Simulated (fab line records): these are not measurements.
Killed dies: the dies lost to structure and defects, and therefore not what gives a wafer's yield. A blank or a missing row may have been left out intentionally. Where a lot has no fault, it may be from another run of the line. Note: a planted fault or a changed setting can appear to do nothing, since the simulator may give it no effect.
fab line records	flow sky130
record: lots: 5	wafers: 15	last_day: 47
route steps=708 shown VIA2@516 METAL3@532 PAD_OPEN@708
lots untouched by any fault: they come from a run of this same line in which no faults occurred
start_h: hours from the record's opening day to when the first of the lot's shown wafers began	wait_h: hours elapsed since this lot's preceding step	" the same as in the row above	L1.1+2: one row covering several wafers at once	- either no value or no given start	* or withheld: withheld	< > ~ a bound
route shown NAME@n: names a module that has steps shown in the file, with the first one's number in the route	usual: average and standard deviation across the fault-free wafers	same: alike in all rows	chamber/n: place in a boat	sites: per-site readings	_std_site: standard deviation across them	_edge_site: the outer-site mean with the inner-site mean subtracted	radius_mm: for every site, how far away it sits from the centre of the wafer	mask NAME#n: copy n	behind: the last tool/chamber to shape the wafer	hold: the reason the lot was held/the length of the hold in hours/how it ended	device: names the non-switching transistor (n, p or np)	end of line: the same wafers' tests at the end of the route	step lacking rows: just its recipe	killed: not the wafer's yield, but the dies lost to structure and defects at the first sort	map: the dies of a wafer, with x for killed, . for not killed, _ for no die there
set.NAME: the setting as run; set.NAME@STEP: as run at that earlier step	model.NAME: the simulator's own value behind a step, which no gauge read
a table for each step, a row for each wafer; lots at some steps of the route
services: when a tool's chamber went out of use (start_h, in hours from the record's first day, below 0 if earlier), for how many hours, and the reason
== steps ==
step: SKY_VIA2_EXPOSE_09
recipe: mask_id: VIM2	na: 0.8	source_shape: annular	sigma_inner: 0.55	sigma_outer: 0.85	target_cd_nm: 200	dose_mj: 38
step: SKY_VIA2_PEB_10
recipe: peb_temp_c: withheld	peb_time_s: withheld	resist: KrF-thick
step: SKY_VIA2_DEVELOP_11
recipe: develop_time_s: 60	resist: KrF-thick	dev_temp_c: 21
step: SKY_VIA2_CD_MEAS_12
recipe: target_cd_nm: 200
usual: cd_nm: 200.1/1.9
lot.wafer	tool	chamber	start_h	wait_h	cd_nm
L854.1	cd_sem-02	-	813.66	-	197.6
L854.3	"	-	"	"	198.3
L854.6	"	-	"	"	197.6
L855.2	cd_sem-01	-	826.21	-	199.1
L855.3	"	-	"	"	199.9
L855.6	"	-	"	"	199.1
L863.2	cd_sem-01	-	874.13	-	200.1
L863.5	"	-	"	"	199.4
L863.6	"	-	"	"	199.4
L865.3	cd_sem-01	-	885.48	-	203.9
L865.4	"	-	"	"	204.0
L865.6	"	-	"	"	202.2
L867.2	cd_sem-02	-	905.38	-	198.7
L867.4	"	-	"	"	197.4
L867.5	"	-	"	"	198.0
step: SKY_VIA2_OVL_MEAS_13
usual: VIA2_OVL: 2/5.9
lot.wafer	tool	chamber	start_h	wait_h	VIA2_OVL[nm]
L854.1	overlay-01	-	813.78	0.1	9
L854.3	"	-	"	"	2
L854.6	"	-	"	"	6
L855.2	overlay-01	-	826.31	0.1	12
L855.3	"	-	"	"	1
L855.6	"	-	"	"	5
L863.2	overlay-02	-	874.23	0.1	7
L863.5	"	-	"	"	4
L863.6	"	-	"	"	4
L865.3	overlay-02	-	885.57	0.1	0
L865.4	"	-	"	"	9
L865.6	"	-	"	"	1
L867.2	overlay-01	-	905.49	0.1	1
L867.4	"	-	"	"	2
L867.5	"	-	"	"	-3
step: SKY_VIA2_ETCH_14
recipe: chemistry: N2/H2	target: BARC	ion_energy_ev: 200	source_w: 500	bias_w: 100	pressure_mtorr: 30	n2_flow_sccm: 100	h2_flow_sccm: 200	stop_on: SiO2	time_s: 45.9	target_depth_a: 600
usual: drypump_motor_current_A: 5.7/0.65	oes_product_au: 0.856/0.005	throttle_valve_pct: 13.224/0.0091
lot.wafer	tool	chamber	start_h	wait_h	drypump_motor_current_A	oes_product_au	rf_hours_counter_h	throttle_valve_pct
L854.1	rie_diel-03	2	813.81	0.0	4.8	0.857	13	13.228
L854.3	"	1	"	"	5.4	0.855	8	13.229
L854.6	"	2	"	"	4.8	0.850	-	13.229
L855.2	rie_diel-04	3	826.34	0.0	5.8	0.854	15	13.236
L855.3	"	2	"	"	5.2	0.853	0	13.218
L855.6	"	0	"	"	6.4	0.853	-	13.228
L863.2	rie_diel-04	0	874.26	0.0	6.4	0.860	7	13.226
L863.5	"	3	"	"	5.8	0.859	-	13.224
L863.6	"	0	"	"	6.4	0.864	-	13.222
L865.3	rie_diel-03	0	885.59	0.0	4.8	0.851	0	13.214
L865.4	"	1	"	"	5.4	0.859	11	13.232
L865.6	"	2	"	"	4.8	0.858	-	13.229
L867.2	rie_diel-03	1	905.52	0.0	5.4	0.856	11	13.216
L867.4	"	2	"	"	4.8	0.851	16	13.235
L867.5	"	3	"	"	6.0	0.853	-	13.211
step: SKY_VIA2_ETCH_15
recipe: target: SiO2	chemistry: C4F8/O2/Ar	target_depth_nm: 546	stop_on: TiN	mask_material: KrF-thick	source_w: 1500	bias_w: 1200	pressure_mtorr: 40	c4f8_flow_sccm: withheld	O2_flow_sccm: 6	Ar_flow_sccm: 300	time_s: 84
usual: oes_product_au: 0.939/0.0048
lot.wafer	tool	chamber	start_h	wait_h	oes_product_au	rf_hours_counter_h
L854.1	rie_diel-03	2	813.85	0.0	0.936	13
L854.3	"	1	"	"	0.943	8
L854.6	"	2	"	"	0.941	-
L855.2	rie_diel-04	3	826.39	0.0	0.936	15
L855.3	"	2	"	"	0.936	0
L855.6	"	0	"	"	0.937	-
L863.2	rie_diel-04	0	874.30	0.0	0.932	7
L863.5	"	3	"	"	0.944	-
L863.6	"	0	"	"	0.941	-
L865.3	rie_diel-03	0	885.64	0.0	0.940	0
L865.4	"	1	"	"	0.935	11
L865.6	"	2	"	"	0.943	-
L867.2	rie_diel-03	1	905.56	0.0	0.942	11
L867.4	"	2	"	"	0.929	16
L867.5	"	3	"	"	0.940	-
step: SKY_VIA2_STRIP_16
recipe: chemistry: O2/N2	power_w: 1400	pressure_mtorr: 1500	platen_temp_c: withheld	o2_flow_sccm: 3000	n2_flow_sccm: 300	overash_fraction: 0.5
usual: drypump_motor_current_A: 5.89/0.18	oes_product_au: 0.399/0.0048	strip_time_to_endpoint_s: 4.068/0.029
lot.wafer	tool	chamber	start_h	wait_h	drypump_motor_current_A	oes_product_au	rf_hours_counter_h	strip_time_to_endpoint_s
L854.1	plasma_asher-04	0	813.92	0.0	5.56	0.397	7	4.075
L854.3	"	0	"	"	5.58	0.402	-	4.094
L854.6	"	1	"	"	5.87	0.402	-	4.091
L855.2	plasma_asher-04	0	826.45	0.0	5.55	0.397	8	4.054
L855.3	"	1	"	"	5.89	0.399	-	4.119
L855.6	"	0	"	"	5.55	0.401	-	4.029
L863.2	plasma_asher-02	0	874.37	0.0	5.96	0.403	44	4.034
L863.5	"	1	"	"	5.95	0.386	-	4.060
L863.6	"	0	"	"	5.98	0.402	-	4.046
L865.3	plasma_asher-03	0	885.73	0.1	5.82	0.408	-	4.141
L865.4	"	1	"	"	6.16	0.398	-	4.123
L865.6	"	1	"	"	6.19	0.401	-	4.110
L867.2	plasma_asher-03	0	905.62	0.0	5.81	0.397	108	4.095
L867.4	"	1	"	"	6.15	0.397	-	4.097
L867.5	"	1	"	"	6.16	0.399	-	4.066
step: SKY_VIA2_STRIP_17
recipe: chemistry: post_etch_residue_remover	time_s: 1200	temp_c: 72.5
step: SKY_VIA2_CLEAN_18
recipe: chemistry: IPA	time_s: 180	temp_c: 25
step: SKY_VIA2_CLEAN_19
recipe: chemistry: O3/DIW	dry: n2_spin
step: SKY_VIA2_SPUTTER_20
recipe: material: TiN	target_thk_nm: 20	chamber_pressure_pa: 5	power_w: 4000	time_s: 80
usual: throttle_valve_pct: 29.6/0.92
lot.wafer	tool	chamber	start_h	wait_h	throttle_valve_pct
L854.1	pvd_sputter-01	-	814.51	0.0	31.5
L854.3	"	-	"	"	28.2
L854.6	"	-	"	"	29.4
L855.2	pvd_sputter-03	-	827.04	0.0	28.5
L855.3	"	-	"	"	28.8
L855.6	"	-	"	"	28.7
L863.2	pvd_sputter-02	-	874.96	0.0	30.0
L863.5	"	-	"	"	29.1
L863.6	"	-	"	"	30.3
L865.3	pvd_sputter-01	-	886.29	0.0	29.0
L865.4	"	-	"	"	31.0
L865.6	"	-	"	"	28.3
L867.2	pvd_sputter-01	-	906.22	0.0	28.2
L867.4	"	-	"	"	31.0
L867.5	"	-	"	"	29.4
step: SKY_VIA2_CVD_21
recipe: material: W	target_thk_nm: 420	time_s: 126.4	temp_c: 400	pressure_torr: 40
usual: heater_power_w: 826/52	susceptor_temp_C: 400.04/0.21
lot.wafer	tool	chamber	start_h	wait_h	heater_power_w	susceptor_temp_C	model.W_of_VIA2_CVD_21.thk_nm
L854.1	cvd_w-02	0	814.58	0.0	779	400.28	423.8
L854.3	"	1	"	"	867	400.08	421.8
L854.6	"	1	"	"	854	399.74	430
L855.2	cvd_w-02	1	827.10	0.0	860	400.11	242.3
L855.3	"	1	"	"	877	400.13	245.2
L855.6	"	1	"	"	862	399.84	241
L863.2	cvd_w-01	0	875.02	0.0	794	400.24	432.2
L863.5	"	0	"	"	787	399.85	426.9
L863.6	"	1	"	"	889	400.17	419.4
L865.3	cvd_w-01	0	886.40	0.1	785	400.03	420.5
L865.4	"	1	"	"	869	399.98	415.9
L865.6	"	1	"	"	875	400.38	417.4
L867.2	cvd_w-02	1	906.28	0.0	881	400.00	414.6
L867.4	"	0	"	"	787	399.72	418.1
L867.5	"	1	"	"	880	400.11	412.3
step: SKY_VIA2_RS_MEAS_22
recipe: thk_meas_gauge: four-point-probe	reads: W_of_VIA2_CVD_21+TiN_of_VIA2_SPUTTER_20
usual: VIA2_W_RS: 0.270/0.0033
lot.wafer	tool	chamber	start_h	wait_h	VIA2_W_RS[ohm/sq]
L854.1	film_metro-04	-	814.71	0.1	0.270
L854.3	"	-	"	"	0.271
L854.6	"	-	"	"	0.266
L855.2	film_metro-01	-	827.25	0.1	0.475
L855.3	"	-	"	"	0.470
L855.6	"	-	"	"	0.479
L863.2	film_metro-03	-	875.17	0.1	0.264
L863.5	"	-	"	"	0.268
L863.6	"	-	"	"	0.273
L865.3	film_metro-03	-	886.52	0.1	0.272
L865.4	"	-	"	"	0.275
L865.6	"	-	"	"	0.275
L867.2	film_metro-03	-	906.43	0.1	0.276
L867.4	"	-	"	"	0.274
L867.5	"	-	"	"	0.278
step: SKY_VIA2_THK_MEAS_23
recipe: thk_meas_gauge: xrf	reads: W_of_VIA2_CVD_21
usual: VIA2_W_THK: 408/5.4
lot.wafer	tool	chamber	start_h	wait_h	VIA2_W_THK[nm]
L854.1	film_metro-04	-	814.83	0.1	407
L854.3	"	-	"	"	404
L854.6	"	-	"	"	414
L855.2	film_metro-01	-	827.36	0.1	236
L855.3	"	-	"	"	240
L855.6	"	-	"	"	236
L863.2	film_metro-03	-	875.28	0.1	420
L863.5	"	-	"	"	413
L863.6	"	-	"	"	406
L865.3	film_metro-03	-	886.62	0.1	406
L865.4	"	-	"	"	403
L865.6	"	-	"	"	403
L867.2	film_metro-03	-	906.54	0.1	397
L867.4	"	-	"	"	403
L867.5	"	-	"	"	398
step: SKY_VIA2_CMP_24
recipe: stop_on: SiO2	t_overpolish_s: 20	down_force_psi: 3.5	platen_rpm: 60	target_thk_nm: 0	pad_velocity_m_s: 0.94248
usual: motor_current_A: 10.6/0.89	retaining_ring_pressure_frac: 1.001/0.0052	slurry_flow_ml_min: 150.0/0.46	time_to_endpoint_s: 103/3.3
lot.wafer	tool	chamber	start_h	wait_h	motor_current_A	retaining_ring_pressure_frac	slurry_flow_ml_min	time_to_endpoint_s
L854.3	cmp-02	1	814.94	0.1	9.9	1.007	150.2	102
L854.1	"	2	"	"	11.9	1.004	149.9	99
L854.6	"	0	"	"	11.4	1.004	150.6	101
L855.2	cmp-02	0	827.41	0.0	10.6	1.000	149.6	54
L855.3	"	2	"	"	12.7	0.991	149.1	55
L855.6	"	1	"	"	9.5	0.992	150.1	56
L863.2	cmp-02	3	875.43	0.1	11.0	0.996	150.0	103
L863.6	"	1	"	"	10.3	0.996	150.0	102
L863.5	"	2	"	"	12.2	1.002	149.3	100
L865.3	cmp-01	3	886.66	0.0	11.2	1.010	151.1	96
L865.4	"	1	"	"	10.8	1.001	149.7	102
L865.6	"	3	"	"	11.1	1.013	150.4	97
L867.2	cmp-01	0	906.59	0.0	8.8	1.002	149.8	104
L867.4	"	1	"	"	11.5	1.001	149.3	102
L867.5	"	0	"	"	9.3	0.997	149.8	104
step: SKY_METAL3_SPUTTER_00
recipe: material: Ti	target_thk_nm: 15	power_w: 3000	time_s: 10	chamber_pressure_pa: 0.4
usual: throttle_valve_pct: 29.6/1.3
lot.wafer	tool	chamber	start_h	wait_h	throttle_valve_pct
L854.1	pvd_sputter-04	-	815.19	0.1	28.4
L854.3	"	-	"	"	29.0
L854.6	"	-	"	"	31.9
L855.2	pvd_sputter-01	-	827.71	0.2	29.1
L855.3	"	-	"	"	28.2
L855.6	"	-	"	"	30.7
L863.2	pvd_sputter-01	-	875.63	0.1	30.9
L863.5	"	-	"	"	31.1
L863.6	"	-	"	"	28.1
L865.3	pvd_sputter-02	-	886.96	0.2	29.8
L865.4	"	-	"	"	29.9
L865.6	"	-	"	"	29.2
L867.2	pvd_sputter-02	-	906.89	0.2	29.9
L867.4	"	-	"	"	29.2
L867.5	"	-	"	"	29.7
step: SKY_PAD_OPEN_PROBE_99
usual: defect_limited_yield: 82.5/1.9	killed_at_M0_to_M3: 43/7	killed_at_M4_up: 2.7/1.6	killed_at_contacts: 24/5.3	killed_at_front_end: 16/4.6	killed_at_other: 0.3/0.53	killed_dies: 86/9.3	killed_on_rim: 17/4	killed_open: 47/6.9	killed_short: 38/6.1	sort_bin_3_pad_short: 0.9/0.4	sort_bin_5_function: 10.3/1.4	sort_bin_6_memory: 6.3/1.1	sort_n_pass: 406/9.3	sort_yield_pct: 82.5/1.9
same: gross_dies: 492	killed_at_back_side: 0	sort_bin_4_leakage[%]: 0	sort_bin_8_speed[%]: 0
lot.wafer	tool	chamber	start_h	wait_h	defect_limited_yield[%]	killed_at_M0_to_M3	killed_at_M4_up	killed_at_contacts	killed_at_front_end	killed_at_other	killed_dies	killed_on_rim	killed_open	killed_short	sort_bin_3_pad_short[%]	sort_bin_5_function[%]	sort_bin_6_memory[%]	sort_n_pass	sort_yield_pct[%]
L854.1	prober-01	-	1051.08	0.1	84.6	38	6	14	18	0	76	19	39	37	1.4	9.3	4.7	416	84.6
L854.3	prober-01	-	1051.18	0.2	83.1	45	2	18	18	0	83	17	47	36	1.0	11.0	4.9	409	83.1
L854.6	prober-01	-	1051.33	0.2	80.1	54	2	23	18	1	98	22	48	50	0.4	11.8	7.7	394	80.1
L863.2	prober-02	-	1097.75	0.1	82.7	41	4	16	24	0	85	15	38	47	1.0	10.2	6.1	407	82.7
L863.5	prober-02	-	1097.90	0.2	84.1	38	4	20	16	0	78	17	38	40	1.0	8.5	6.3	414	84.1
L863.6	prober-02	-	1097.95	0.2	80.3	53	2	27	15	0	97	23	56	41	1.4	10.2	8.1	395	80.3
L865.3	prober-02	-	1103.96	0.2	80.9	48	2	28	16	0	94	18	58	36	0.6	11.2	7.3	398	80.9
L865.4	prober-02	-	1104.01	0.2	82.9	40	2	26	16	0	84	19	45	39	0.8	11.4	4.9	408	82.9
L865.6	prober-02	-	1104.11	0.2	82.9	37	3	27	17	0	84	20	46	38	1.0	9.6	6.5	408	82.9
L867.2	prober-02	-	1116.76	0.1	80.3	51	3	26	17	0	97	14	57	39	0.4	12.2	7.1	395	80.3
L867.4	prober-02	-	1116.86	0.2	80.5	54	3	21	18	0	96	14	45	51	0.8	10.8	7.9	396	80.5
L867.5	prober-02	-	1116.91	0.2	81.9	36	1	32	20	0	89	19	55	34	0.4	10.0	7.7	403	81.9
killed by level:class
L854.1 VIA2:geometric_particle:open=7 VIA3:geometric_particle:open=7 FIELD_ISO:geometric_particle:open=5 VIA1:geometric_particle:short=5 VIA1:geometric_particle:open=5 METAL4:geometric_particle:short=5 SPACER:geometric_particle:open=4 CONTACT:geometric_particle:open=4
L854.3 METAL2:geometric_particle:short=10 CONTACT:geometric_particle:open=8 VIA1:geometric_particle:open=8 VIA1:geometric_particle:short=8 VIA2:geometric_particle:open=6 FIELD_ISO:geometric_particle:short=5 POLY_GATE:geometric_particle:open=5 FIELD_ISO:geometric_particle:open=4
L854.6 VIA1:geometric_particle:open=13 CONTACT:geometric_particle:open=8 METAL2:geometric_particle:short=8 VIA2:geometric_particle:short=8 POLY_GATE:geometric_particle:open=7 CONTACT:geometric_particle:short=7 POLY_GATE:geometric_particle:short=5 METAL1:geometric_particle:short=5
L863.2 VIA2:geometric_particle:open=8 METAL1:geometric_particle:short=8 FIELD_ISO:geometric_particle:open=7 CONTACT:geometric_particle:short=7 VIA3:geometric_particle:open=5 POLY_GATE:geometric_particle:short=4 POLY_GATE:geometric_particle:open=4 VIA1:geometric_particle:short=4
L863.5 VIA1:geometric_particle:open=11 METAL2:geometric_particle:short=8 LOCAL_INTERCONNECT:geometric_particle:short=5 LI_CONTACT:geometric_particle:open=5 METAL1:geometric_particle:short=5 FIELD_ISO:geometric_particle:open=4 CONTACT:geometric_particle:open=4 VIA2:geometric_particle:short=4
L863.6 VIA1:geometric_particle:open=14 CONTACT:geometric_particle:open=11 LI_CONTACT:geometric_particle:open=8 METAL2:geometric_particle:short=8 METAL1:geometric_particle:short=7 VIA3:geometric_particle:open=7 POLY_GATE:geometric_particle:open=5 FIELD_ISO:geometric_particle:open=4
L865.3 VIA3:geometric_particle:open=14 VIA1:geometric_particle:open=12 CONTACT:geometric_particle:open=11 LI_CONTACT:geometric_particle:open=8 VIA2:geometric_particle:open=6 POLY_GATE:geometric_particle:short=5 METAL2:geometric_particle:short=5 POLY_GATE:geometric_particle:open=4
L865.4 CONTACT:geometric_particle:open=10 CONTACT:geometric_particle:short=9 METAL1:geometric_particle:short=8 VIA1:geometric_particle:short=7 VIA1:geometric_particle:open=7 FIELD_ISO:geometric_particle:open=6 VIA3:geometric_particle:open=5 LI_CONTACT:geometric_particle:open=4
L865.6 LI_CONTACT:geometric_particle:open=11 CONTACT:geometric_particle:open=11 VIA3:geometric_particle:open=7 FIELD_ISO:geometric_particle:short=5 VIA2:geometric_particle:open=5 POLY_GATE:geometric_particle:short=5 METAL3:geometric_particle:short=5 METAL1:geometric_particle:short=4
L867.2 VIA1:geometric_particle:open=15 CONTACT:geometric_particle:open=13 VIA2:geometric_particle:open=8 LI_CONTACT:geometric_particle:open=6 METAL1:geometric_particle:short=6 VIA1:geometric_particle:short=6 FIELD_ISO:geometric_particle:short=4 POLY_GATE:geometric_particle:open=4
L867.4 VIA1:geometric_particle:short=12 VIA1:geometric_particle:open=10 VIA2:geometric_particle:open=10 FIELD_ISO:geometric_particle:short=8 LOCAL_INTERCONNECT:geometric_particle:short=5 VIA3:geometric_particle:open=5 LI_CONTACT:geometric_particle:open=4 CONTACT:geometric_particle:short=4
L867.5 CONTACT:geometric_particle:open=13 VIA1:geometric_particle:open=13 LI_CONTACT:geometric_particle:open=10 POLY_GATE:geometric_particle:short=5 LOCAL_INTERCONNECT:geometric_particle:short=5 POLY_GATE:geometric_particle:open=4 VIA2:geometric_particle:open=4 METAL1:geometric_particle:short=3
== services ==
tool	chamber	start_h	hours	kind
rie_diel-04	2	810.73	-	clean
rie_diel-04	2	810.73	13.1	scheduled_down
rie_diel-04	2	810.73	13.1	vent_cycle
cmp-01	-	814.82	1.0	repair
cvd_w-01	-	820.61	0.6	repair
rie_diel-04	2	831.35	3.2	repair
cmp-01	-	837.94	1.5	repair
pvd_sputter-02	0	840.48	-	consumable_replace:kit
pvd_sputter-02	0	840.48	18.0	scheduled_down
pvd_sputter-02	0	840.48	18.0	vent_cycle
pvd_sputter-01	0	843.66	-	consumable_replace:kit
pvd_sputter-01	0	843.66	18.0	scheduled_down
pvd_sputter-01	0	843.66	18.0	vent_cycle
pvd_sputter-03	-	847.33	1.7	repair
cmp-02	-	852.25	0.3	repair
rie_diel-03	0	865.25	-	clean
rie_diel-03	0	865.25	14.5	scheduled_down
rie_diel-03	0	865.25	14.5	vent_cycle
cvd_w-01	-	879.87	0.5	repair
rie_diel-03	3	881.48	1.4	repair
plasma_asher-04	-	892.34	11.9	repair
cmp-02	-	899.48	7.5	pm
cvd_w-01	-	904.00	14.0	pm
cvd_w-01	0	904.00	14.0	vent_cycle
== key ==
first_sign: step: SKY_VIA2_RS_MEAS_22	reading: VIA2_W_RS	direction: up	sigmas: 61	usual: 0.270	struck: 0.474
effect: step: SKY_VIA2_THK_MEAS_23	reading: VIA2_W_THK	direction: down	sigmas: 32	usual: 408	struck: 237
effect: step: SKY_VIA2_CMP_24	reading: time_to_endpoint_s	direction: down	sigmas: 14	usual: *	struck: *
model_effect: step: SKY_VIA2_CVD_21	value: W_of_VIA2_CVD_21.thk_nm	without: 421.2	struck: 242.8
met_at SKY_VIA2_CVD_21
struck_wafers L855.2,L855.3,L855.6
onset_between 814.58 827.10
also_fits SKY_VIA2_STRIP_16:plasma_asher-04,SKY_VIA2_SPUTTER_20:pvd_sputter-03
fault: kind: process_parameter_drift	tool: cvd_w-02	chamber: 1	onset_h: 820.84	steps: SKY_VIA2_CVD_21	channel: target_thk_nm	offset: -179.03	shape: step	end_h: 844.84	acts_in: these_recipes_only	stated: 420
